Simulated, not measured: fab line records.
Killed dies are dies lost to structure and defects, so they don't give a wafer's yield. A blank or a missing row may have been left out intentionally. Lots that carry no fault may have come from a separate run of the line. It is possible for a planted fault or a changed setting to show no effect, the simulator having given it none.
Matching of chambers ; flow gf180mcu ; GF_SAB_ETCH_11 on rie-diel-04: 4 sister chambers
The step etches SiO2 in C4F8/O2/Ar, target depth 55 nm, time 8.5 s. 14 wafers are shown with their chamber, then 7 later ones without.

WAFERS WITH THEIR CHAMBER
wafer;chamber;oes-product-au (a.u.)
L169.2;0;1.028
L169.4;1;0.981
L169.6;2;1.012
L174.1;3;1.000
L174.2;1;0.984
L174.4;0;1.010
L175.1;0;1.023
L175.2;2;1.004
L175.4;2;1.009
L182.3;2;1.010
L182.4;3;1.002
L182.6;1;0.989
L187.1;3;1.000
L187.2;2;1.002

SIGNATURES (averages over the wafers above)
reading;chamber 0;chamber 1;chamber 2;chamber 3;scatter within a chamber
oes-product-au;1.02033;0.98467;1.00740;1.00067;0.00528
Rule: a wafer's distance from a chamber is the root of the sum, over the readings, of the square of ((its reading less the chamber's mean) divided by the reading's scatter). If the next closest chamber is less than 2 further off than the closest, the wafer can't be placed; otherwise it belongs to the closest. How the scatter is found: for the shown wafers, subtract from each reading the mean of its chamber, square and add these, divide the total by (wafers less chambers), then take the root.

WAFERS WITHOUT THEIR CHAMBER
wafer;oes-product-au (a.u.)
L187.6;0.987
L188.1;1.020
L188.2;1.025
L188.6;1.011
L189.2;1.010
L189.5;1.016
L189.6;0.990

WHICH CHAMBER EACH ONE RAN IN
wafer;from the rows above;in truth
L187.6;1;1
L188.1;0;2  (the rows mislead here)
L188.2;0;0
L188.6;can't be placed: 2 or 0 or 3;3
L189.2;can't be placed: 2 or 3 or 0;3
L189.5;can't be placed: 0 or 2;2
L189.6;can't be placed: 1 or 3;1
Correctly placed: 2 of 7. Not placeable from these rows: 4 (in 4, the candidates include the true chamber). Number placed wrongly: 1.
